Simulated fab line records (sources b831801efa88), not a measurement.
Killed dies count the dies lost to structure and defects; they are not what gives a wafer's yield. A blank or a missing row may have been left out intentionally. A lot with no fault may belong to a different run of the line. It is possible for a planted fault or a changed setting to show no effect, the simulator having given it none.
Which tool did it? | flow gf180mcu | 72 wafers from 24 lots sampled at 6 of the route's 602 steps

WHAT EACH GAUGE READ, for each wafer
GF_DUAL_GATE_THK_MEAS_03. Usual: DUAL_GATE_OXIDATION_00_THK gives 10.87 nm (standard deviation 0.24).
lot  | measured     | on            | DUAL_GATE_OXIDATION_00_THK (nm) | flag
L074 | day 7 13:59  | film_metro-01 | 10.56 10.63 10.64               |
L075 | day 7 19:07  | film_metro-01 | 10.68 10.75 10.84               |
L076 | day 8 01:44  | film_metro-01 | 10.96 11.09 11.00               |
L077 | day 8 11:26  | film_metro-03 | 10.84 10.90 11.05               |
L078 | day 8 19:35  | film_metro-04 | 10.63 10.63 10.45               |
L079 | day 9 06:07  | film_metro-04 | 10.70 10.84 10.82               |
L080 | day 9 11:52  | film_metro-01 | 10.36 10.37 10.60               |
L081 | day 9 16:40  | film_metro-01 | 11.02 10.91 11.17               |
L082 | day 10 06:02 | film_metro-01 | 10.75 10.81 10.65               |
L083 | day 10 12:35 | film_metro-04 | 10.77 10.78 10.78               |
L084 | day 10 16:25 | film_metro-04 | 10.90 10.83 10.79               |
L085 | day 10 20:20 | film_metro-03 | 10.81 10.68 10.45               |
L086 | day 11 01:35 | film_metro-03 | 10.81 10.82 10.74               |
L087 | day 11 07:58 | film_metro-04 | 11.29 11.48 11.24               |
L088 | day 11 16:33 | film_metro-04 | 11.29 11.11 11.23               |
L089 | day 11 19:46 | film_metro-01 | 10.96 10.96 11.00               |
L090 | day 12 02:38 | film_metro-03 | 10.96 10.98 11.03               |
L091 | day 12 08:31 | film_metro-01 | 10.97 10.86 10.80               |
L092 | day 12 15:37 | film_metro-01 | 10.73 10.63 10.73               |
L093 | day 13 00:56 | film_metro-01 | 10.97 10.90 11.10               |
L094 | day 13 06:29 | film_metro-04 | 11.09 11.09 11.07               |
L095 | day 13 17:25 | film_metro-01 | 11.32 11.07 11.09               |
L096 | day 13 20:28 | film_metro-03 | 11.26 11.28 11.30               |
L097 | day 14 04:08 | film_metro-03 | 10.56 10.81 10.66               |

GF_HV_LDD_TW_MEAS_11. Usual: HV_LDD_TW gives 2390 (standard deviation 49).
lot  | measured     | on            | HV_LDD_TW      | flag
L074 | day 9 21:34  | film_metro-03 | 2351 2348 2356 |
L075 | day 10 03:53 | film_metro-02 | 2439 2445 2443 |
L076 | day 10 11:47 | film_metro-02 | 2430 2434 2433 |
L077 | day 10 23:01 | film_metro-02 | 2445 2442 2441 |
L078 | day 11 08:14 | film_metro-03 | 2339 2312 2327 |
L079 | day 11 19:04 | film_metro-02 | 2426 2422 2428 |
L080 | day 12 00:47 | film_metro-02 | 2419 2426 2431 |
L081 | day 12 06:36 | film_metro-03 | 2345 2339 2346 |
L082 | day 12 20:02 | film_metro-01 | 2366 2375 2366 |
L083 | day 13 02:55 | film_metro-03 | 2332 2340 2338 |
L084 | day 13 07:07 | film_metro-03 | 2325 2320 2331 |
L085 | day 13 09:44 | film_metro-02 | 2437 2429 2430 |
L086 | day 13 16:26 | film_metro-01 | 2352 2340 2342 |
L087 | day 13 23:31 | film_metro-02 | 2442 2442 2445 |
L088 | day 14 10:07 | film_metro-03 | 2338 2335 2345 |
L089 | day 14 15:43 | film_metro-01 | 2377 2355 2361 |
L090 | day 14 21:37 | film_metro-03 | 2334 2341 2333 |
L091 | day 15 04:01 | film_metro-02 | 2441 2434 2440 |
L092 | day 15 10:47 | film_metro-02 | 2457 2439 2449 |
L093 | day 15 20:29 | film_metro-03 | 2339 2344 2330 |
L094 | day 16 02:49 | film_metro-02 | 2440 2448 2435 |
L095 | day 16 16:40 | film_metro-02 | 2431 2440 2437 |
L096 | day 16 20:43 | film_metro-03 | 2340 2345 2332 |
L097 | day 17 03:35 | film_metro-02 | 2459 2463 2445 |

GF_CONTACT_CD_MEAS_14: target cd 220 nm. Usual: cd_nm at 219.6 nm, with a standard deviation of 1.5.
lot  | measured     | on        | cd_nm (nm)        | flag
L074 | day 15 20:43 | cd_sem-01 | 219.6 219.0 220.4 |
L075 | day 16 06:29 | cd_sem-01 | 220.0 218.3 219.2 |
L076 | day 16 16:15 | cd_sem-02 | 219.0 221.3 220.2 |
L077 | day 17 05:19 | cd_sem-02 | 220.0 218.6 220.9 |
L078 | day 17 15:07 | cd_sem-02 | 218.0 215.9 218.5 |
L079 | day 18 05:56 | cd_sem-02 | 220.4 218.7 219.6 |
L080 | day 18 15:24 | cd_sem-02 | 219.7 222.2 220.2 |
L081 | day 18 22:59 | cd_sem-01 | 215.3 217.0 215.9 |
L082 | day 19 15:22 | cd_sem-01 | 219.6 219.9 218.0 |
L083 | day 20 00:04 | cd_sem-02 | 219.1 218.7 217.6 |
L084 | day 20 00:25 | cd_sem-02 | 220.4 218.5 220.7 |
L085 | day 20 05:52 | cd_sem-01 | 218.6 217.8 218.0 |
L086 | day 20 13:37 | cd_sem-02 | 219.6 217.5 218.8 |
L087 | day 20 22:46 | cd_sem-02 | 221.4 221.2 219.6 |
L088 | day 21 11:40 | cd_sem-01 | 220.7 221.8 220.6 |
L089 | day 21 17:06 | cd_sem-02 | 222.4 223.3 222.4 |
L090 | day 21 22:52 | cd_sem-02 | 219.7 218.9 219.6 |
L091 | day 22 06:10 | cd_sem-02 | 219.7 220.9 222.5 |
L092 | day 22 15:20 | cd_sem-02 | 219.4 220.3 218.7 |
L093 | day 23 00:42 | cd_sem-02 | 219.6 220.7 220.0 |
L094 | day 23 05:14 | cd_sem-02 | 219.3 219.6 219.9 |
L095 | day 23 21:42 | cd_sem-02 | 220.7 219.1 219.9 |
L096 | day 24 02:22 | cd_sem-02 | 219.0 218.0 218.8 |
L097 | day 24 07:56 | cd_sem-02 | 217.9 220.6 220.7 |

GF_MIM_THK_MEAS_11: measures by xrf. Usual: MIM_ALCU_THK gives 202.0 nm (standard deviation 2.2).
lot  | measured     | on            | MIM_ALCU_THK (nm) | flag
L074 | day 24 06:50 | film_metro-03 | 199.9 200.5 200.5 |
L075 | day 24 16:41 | film_metro-04 | 204.1 203.0 203.1 |
L076 | day 25 01:51 | film_metro-02 | 203.7 204.1 203.3 |
L077 | day 25 13:37 | film_metro-03 | 201.5 203.3 201.4 |
L078 | day 26 00:31 | film_metro-04 | 206.8 203.1 206.9 |
L079 | day 26 10:51 | film_metro-02 | 202.8 202.5 203.9 |
L080 | day 26 21:10 | film_metro-02 | 204.1 200.3 200.3 |
L081 | day 27 02:59 | film_metro-04 | 204.4 204.8 204.1 |
L082 | day 27 17:52 | film_metro-04 | 199.8 199.6 200.0 |
L083 | day 28 00:11 | film_metro-04 | 198.8 199.9 199.8 |
L084 | day 28 00:40 | film_metro-04 | 199.5 200.5 199.4 |
L085 | day 28 04:16 | film_metro-02 | 204.6 205.9 204.2 |
L086 | day 28 10:34 | film_metro-03 | 201.8 201.2 201.0 |
L087 | day 28 19:29 | film_metro-03 | 200.3 201.8 199.4 |
L088 | day 29 04:02 | film_metro-03 | 201.3 201.3 199.3 |
L089 | day 29 10:56 | film_metro-04 | 203.6 203.6 204.5 |
L090 | day 29 15:18 | film_metro-03 | 201.8 202.2 202.7 |
L091 | day 29 19:25 | film_metro-02 | 203.2 202.8 204.1 |
L092 | day 30 02:01 | film_metro-04 | 202.9 201.9 202.5 |
L093 | day 30 11:26 | film_metro-03 | 197.9 201.1 197.4 |
L094 | day 30 16:39 | film_metro-02 | 206.2 205.4 203.9 |
L095 | day 31 09:34 | film_metro-02 | 199.8 200.8 201.2 |
L096 | day 31 08:59 | film_metro-03 | 200.8 201.7 202.5 |
L097 | day 31 11:54 | film_metro-03 | 201.3 200.6 201.6 |

TOOL THAT RAN EACH LOT (tool first, then ch and the chambers of the sampled wafers, then the start)
lot  | GF_VT_IMPLANT_STRIP_42               | GF_SALICIDE_SPUTTER_02
L074 | plasma_asher-02 ch 0,1, day 7 11:34  | pvd_sputter-04, day 14 21:46
L075 | plasma_asher-02 ch 0,1, day 7 15:47  | pvd_sputter-03, day 15 07:20
L076 | plasma_asher-01 ch 0,1, day 7 23:20  | pvd_sputter-03, day 15 17:16
L077 | plasma_asher-02 ch 0,1, day 8 08:59  | pvd_sputter-01, day 16 05:22
L078 | plasma_asher-02 ch 0,1, day 8 16:46  | pvd_sputter-01, day 16 14:28
L079 | plasma_asher-01 ch 0,1, day 9 03:41  | pvd_sputter-04, day 17 05:31
L080 | plasma_asher-02 ch 0,1, day 9 09:28  | pvd_sputter-03, day 17 13:55
L081 | plasma_asher-02 ch 0,1, day 9 13:20  | pvd_sputter-04, day 17 21:25
L082 | plasma_asher-04 ch 0,1, day 10 03:20 | pvd_sputter-01, day 18 13:49
L083 | plasma_asher-01 ch 0,1, day 10 07:30 | pvd_sputter-04, day 18 22:08
L084 | plasma_asher-04 ch 0,1, day 10 11:50 | pvd_sputter-01, day 18 23:23
L085 | plasma_asher-01 ch 0,1, day 10 17:54 | pvd_sputter-03, day 19 03:55
L086 | plasma_asher-04 ch 0,1, day 10 21:07 | pvd_sputter-04, day 19 12:20
L087 | plasma_asher-04 ch 0,1, day 11 04:47 | pvd_sputter-01, day 19 21:39
L088 | plasma_asher-04 ch 0,1, day 11 14:02 | pvd_sputter-04, day 20 10:43
L089 | plasma_asher-04 ch 1, day 11 17:20   | pvd_sputter-03, day 20 15:43
L090 | plasma_asher-01 ch 0,1, day 11 23:44 | pvd_sputter-03, day 20 21:53
L091 | plasma_asher-04 ch 0,1, day 12 05:45 | pvd_sputter-01, day 21 05:01
L092 | plasma_asher-02 ch 0,1, day 12 13:11 | pvd_sputter-01, day 21 14:48
L093 | plasma_asher-01 ch 0,1, day 12 21:41 | pvd_sputter-04, day 21 23:10
L094 | plasma_asher-02 ch 0,1, day 13 04:03 | pvd_sputter-01, day 22 04:54
L095 | plasma_asher-04 ch 0,1, day 13 12:26 | pvd_sputter-03, day 22 21:43
L096 | plasma_asher-04 ch 0,1, day 13 18:02 | pvd_sputter-03, day 23 02:54
L097 | plasma_asher-04 ch 0,1, day 14 01:43 | pvd_sputter-01, day 23 07:48
- GF_VT_IMPLANT_STRIP_42: strips in O2/N2.
- GF_SALICIDE_SPUTTER_02: material Co, target thk 10 nm, time 20 s.

AS READ BY THE TOOLS THEMSELVES (means over the sampled wafers that have a number; for cases with no such wafer, the mark the record gives instead)
GF_VT_IMPLANT_STRIP_42. Usual: chamber_pressure_mTorr 1500.1 mTorr, standard deviation 1.3; drypump_motor_current_A 5.8 A, standard deviation 0.47; heater_power_w 342 W, standard deviation 46; oes_product_au 0.716 a.u., standard deviation 0.0049; strip_time_to_endpoint_s 12.61 s, standard deviation 0.033.
lot  | tool            | chamber_pressure_mTorr (mTorr) | drypump_motor_current_A (A) | heater_power_w (W) | oes_product_au (a.u.) | strip_time_to_endpoint_s (s) | flag
L074 | plasma_asher-02 | 1500.4                         | 6.2                         | 400                | 0.714                 | 12.65                        |
L075 | plasma_asher-02 | 1500.5                         | 6.2                         | 396                | 0.717                 | 12.62                        |
L076 | plasma_asher-01 | 1499.6                         | 5.4                         | 328                | 0.720                 | 12.58                        |
L077 | plasma_asher-02 | 1500.5                         | 6.0                         | 373                | 0.718                 | 12.60                        |
L078 | plasma_asher-02 | 1499.1                         | 6.1                         | 396                | 0.718                 | 12.62                        |
L079 | plasma_asher-01 | 1499.1                         | 5.3                         | 357                | 0.712                 | 12.63                        |
L080 | plasma_asher-02 | 1499.4                         | 6.0                         | 373                | 0.716                 | 12.58                        |
L081 | plasma_asher-02 | 1501.2                         | 6.0                         | 379                | 0.715                 | 12.60                        |
L082 | plasma_asher-04 | 1499.7                         | 5.7                         | 307                | 0.715                 | 12.61                        |
L083 | plasma_asher-01 | 1499.4                         | 5.3                         | 354                | 0.713                 | 12.67                        |
L084 | plasma_asher-04 | 1500.0                         | 6.0                         | 302                | 0.710                 | 12.58                        |
L085 | plasma_asher-01 | 1501.7                         | 5.3                         | 363                | 0.712                 | 12.60                        |
L086 | plasma_asher-04 | 1499.9                         | 5.7                         | 305                | 0.719                 | 12.62                        |
L087 | plasma_asher-04 | 1499.6                         | 6.0                         | 293                | 0.717                 | 12.62                        |
L088 | plasma_asher-04 | 1499.9                         | 5.7                         | 317                | 0.716                 | 12.59                        |
L089 | plasma_asher-04 | 1499.8                         | 6.4                         | 288                | 0.717                 | 12.59                        |
L090 | plasma_asher-01 | 1500.7                         | 5.4                         | 333                | 0.711                 | 12.61                        |
L091 | plasma_asher-04 | 1500.2                         | 6.0                         | 297                | 0.717                 | 12.64                        |
L092 | plasma_asher-02 | 1501.9                         | 6.0                         | 384                | 0.717                 | 12.61                        |
L093 | plasma_asher-01 | 1499.7                         | 5.3                         | 358                | 0.716                 | 12.63                        |
L094 | plasma_asher-02 | 1500.0                         | 6.2                         | 396                | 0.716                 | 12.59                        |
L095 | plasma_asher-04 | 1499.4                         | 6.0                         | 295                | 0.715                 | 12.58                        |
L096 | plasma_asher-04 | 1499.8                         | 5.7                         | 308                | 0.717                 | 12.65                        |
L097 | plasma_asher-04 | 1500.8                         | 5.7                         | 306                | 0.713                 | 12.62                        |

GF_SALICIDE_SPUTTER_02. Usual: throttle_valve_pct at 30.3 %, with a standard deviation of 0.86.
lot  | tool           | throttle_valve_pct (%) | flag
L074 | pvd_sputter-04 | 30.7                   |
L075 | pvd_sputter-03 | 29.8                   |
L076 | pvd_sputter-03 | 29.4                   |
L077 | pvd_sputter-01 | 29.4                   |
L078 | pvd_sputter-01 | 29.6                   |
L079 | pvd_sputter-04 | 31.1                   |
L080 | pvd_sputter-03 | 29.9                   |
L081 | pvd_sputter-04 | 30.6                   |
L082 | pvd_sputter-01 | 30.6                   |
L083 | pvd_sputter-04 | 30.6                   |
L084 | pvd_sputter-01 | 29.6                   |
L085 | pvd_sputter-03 | 29.5                   |
L086 | pvd_sputter-04 | 30.7                   |
L087 | pvd_sputter-01 | 30.3                   |
L088 | pvd_sputter-04 | 30.5                   |
L089 | pvd_sputter-03 | 29.9                   |
L090 | pvd_sputter-03 | 30.1                   |
L091 | pvd_sputter-01 | 29.7                   |
L092 | pvd_sputter-01 | 30.0                   |
L093 | pvd_sputter-04 | 30.6                   |
L094 | pvd_sputter-01 | 30.6                   |
L095 | pvd_sputter-03 | 30.0                   |
L096 | pvd_sputter-03 | 29.7                   |
L097 | pvd_sputter-01 | 30.3                   |

THE ANSWER, worked out from the rows above alone
Rule: take the mean of a lot's wafers that have a number; if it is more than 3 standard deviations from the usual mean, the lot is off. A lot without any number at a reading at which 4 lots or more have one is off too. Where the step has rows for the other lots, those lots are counted as sound. After the gauges, taken in route order, come the tools' own readings; for these a lot's mean is taken, as printed above. The first step at which some lot is off is used, and at that step the reading that is off furthest; a lot without a number counts as furthest.
No lot is off at any reading shown: from this, nothing can be told.

WHAT THE SIMULATOR PUT IN
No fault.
